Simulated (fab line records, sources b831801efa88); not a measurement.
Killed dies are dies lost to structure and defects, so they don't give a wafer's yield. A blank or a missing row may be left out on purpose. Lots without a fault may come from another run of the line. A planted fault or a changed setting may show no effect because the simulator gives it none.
One fault seen from 2 desks | flow gf180mcu | each desk has only its own numbers; what lay behind them comes last

THE TOOL OWNER'S DESK: pvd_sputter-02
The tool's own readings at GF_M2_SPUTTER_04 (material TiN, target thk 50 nm, time 41.7 s): means of the sampled wafers that have a number, for each lot that ran on this tool. A lot is out of limits, marked OUT, if its mean lies more than 4 standard deviations from the usual mean; the brackets give that distance.
Columns: A = throttle_valve_pct at GF_M2_SPUTTER_04, usual 30.4 %
lot  | first seen here | A
L902 | day 19 15:53    | 30.7
L918 | day 25 10:23    | 30.9
L920 | day 25 20:26    | 30.2
This desk's finding: nothing out of limits on any of the 3 lots.

THE METROLOGY DESK
What the gauges read, lot by lot, whatever tool the lot ran on: means of the sampled wafers that have a number. A lot is out of limits, marked OUT, if its mean lies more than 4 standard deviations from the usual mean; the brackets give that distance. Of its 9 readings 7 are shown: those that lie furthest out on some lot.
Columns: A = V1_W_RS at GF_V1_RS_MEAS_24, usual 0.323 ohm/sq; B = V1_W_THK at GF_V1_THK_MEAS_25, usual 349 nm; C = M2_ALCU_RS at GF_M2_RS_MEAS_05, usual 0.0698 ohm/sq; D = M2_ALCU_THK at GF_M2_THK_MEAS_06, usual 442 nm; E = V2_CVD_00_THK at GF_V2_THK_MEAS_01, usual 598 nm; F = V2_CVD_02_THK at GF_V2_THK_MEAS_03, usual 854 nm; G = V2_BOW at GF_V2_BOW_MEAS_05, usual 100 um
lot  | first seen here | A     | B   | C      | D   | E   | F   | G
L902 | day 19 15:17    | 0.323 | 349 | 0.0692 | 447 | 602 | 855 | 97
L906 | day 21 06:02    | 0.324 | 348 | 0.0697 | 444 | 595 | 840 | 98
L918 | day 25 09:43    | 0.330 | 347 | 0.0699 | 436 | 601 | 851 | 86
L919 | day 25 14:47    | 0.322 | 343 | 0.0691 | 445 | 606 | 854 | 105
L920 | day 25 19:46    | 0.330 | 335 | 0.0699 | 439 | 595 | 843 | 100
L921 | day 26 07:25    | 0.325 | 351 | 0.0696 | 442 | 595 | 857 | 94
This desk's finding: nothing out of limits on any of the 6 lots.

PUT TOGETHER
The tool owner's desk saw nothing out of limits.
The metrology desk saw nothing out of limits.

WHAT THE SIMULATOR HAD PUT IN
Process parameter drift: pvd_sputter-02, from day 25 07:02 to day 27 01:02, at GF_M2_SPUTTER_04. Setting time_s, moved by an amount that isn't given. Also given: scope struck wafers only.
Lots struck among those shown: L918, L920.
